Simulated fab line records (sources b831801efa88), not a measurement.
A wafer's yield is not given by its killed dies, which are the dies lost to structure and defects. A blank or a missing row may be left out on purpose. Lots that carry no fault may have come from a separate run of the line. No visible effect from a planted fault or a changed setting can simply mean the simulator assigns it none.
A single fault, viewed from 2 desks :: flow gf180mcu :: each desk has only its own numbers; what lay behind them comes last

== FOR THE TOOL OWNER'S DESK: rie_metal-04 ==
The tool's own readings at GF_TOP_METAL_METAL_ETCH_16 (etches the open film in Cl2/BCl3, stops on SiO2, target depth 1197 nm, time 199.5 s): means of the sampled wafers that have a number, for each lot that ran on this tool. If a lot's mean is further than 4 standard deviations from the usual mean, the lot is out of limits and carries the mark OUT (the distance appears in the brackets).
Columns: A = bias_w at GF_TOP_METAL_METAL_ETCH_16, usual 140.1 W; B = drypump_motor_current_A at GF_TOP_METAL_METAL_ETCH_16, usual 5.8 A; C = he_backside_leak_sccm at GF_TOP_METAL_METAL_ETCH_16, usual 3.41 sccm; D = oes_product_au at GF_TOP_METAL_METAL_ETCH_16, usual 0.991 a.u.; E = rf_fwd_power_W at GF_TOP_METAL_METAL_ETCH_16, usual 797.5 W; F = throttle_valve_pct at GF_TOP_METAL_METAL_ETCH_16, usual 28.230 %
lot: L390
first seen here: day 29 09:46
A: 139.8
B: 5.5
C: 3.40
D: 0.991
E: 799.3
F: 28.228

lot: L392
first seen here: day 29 23:39
A: 140.3
B: 5.6
C: 3.38
D: 0.989
E: 797.7
F: 28.226

lot: L393
first seen here: day 30 10:57
A: 140.0
B: 5.7
C: 3.42
D: 0.990
E: 794.9
F: 28.230

lot: L396
first seen here: day 31 07:45
A: 140.6
B: 5.5
C: 3.34
D: 0.987
E: 799.2
F: 28.234

lot: L407
first seen here: day 33 20:34
A: 183.5 (+99 or more) OUT
B: 5.7
C: 3.50
D: 0.998
E: 798.1
F: 28.230

lot: L408
first seen here: day 34 03:07
A: 183.8 (+99 or more) OUT
B: 5.5
C: 3.42
D: 0.997
E: 797.7
F: 28.225
This desk's verdict: out of limits on L407, L408, starting with L407 at day 33 20:34 (bias_w at GF_TOP_METAL_METAL_ETCH_16). In limits: L390, L392, L393, L396.

== METROLOGY DESK ==
What the gauges read, lot by lot, whatever tool the lot ran on: means of the sampled wafers that have a number. If a lot's mean is further than 4 standard deviations from the usual mean, the lot is out of limits and carries the mark OUT (the distance appears in the brackets).
Columns: A = V5_BOW at GF_V5_BOW_MEAS_05, usual 137 um
lot: L386
first seen here: day 26 07:34
A: 135

lot: L387
first seen here: day 26 09:33
A: 142

lot: L390
first seen here: day 27 17:25
A: 132

lot: L391
first seen here: day 27 19:59
A: 143

lot: L392
first seen here: day 28 07:20
A: 128

lot: L393
first seen here: day 28 20:02
A: 148

lot: L396
first seen here: day 29 17:58
A: 129

lot: L398
first seen here: day 30 06:16
A: 143

lot: L407
first seen here: day 32 10:59
A: 133

lot: L408
first seen here: day 32 17:52
A: 136

lot: L409
first seen here: day 33 01:05
A: 135
This desk found nothing out of limits on any of the 11 lots.

== BROUGHT TOGETHER ==
The tool owner's desk could have raised an alarm at day 33 20:34, on L407, L408.
From the metrology desk's view, nothing was out of limits.
The metrology desk holds a record of L407, L408, inside its limits.
On rie_metal-04, each named lot ran GF_TOP_METAL_METAL_ETCH_16.

== WHAT THE SIMULATOR HAD INSERTED ==
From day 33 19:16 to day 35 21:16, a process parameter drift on rie_metal-04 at GF_TOP_METAL_METAL_ETCH_16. Setting bias_w, moved by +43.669, from 140. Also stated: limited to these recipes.
Lots struck among those shown: L407, L408.
Each desk's first reading out of limits, in hours after the fault started: the tool owner's desk, 1.
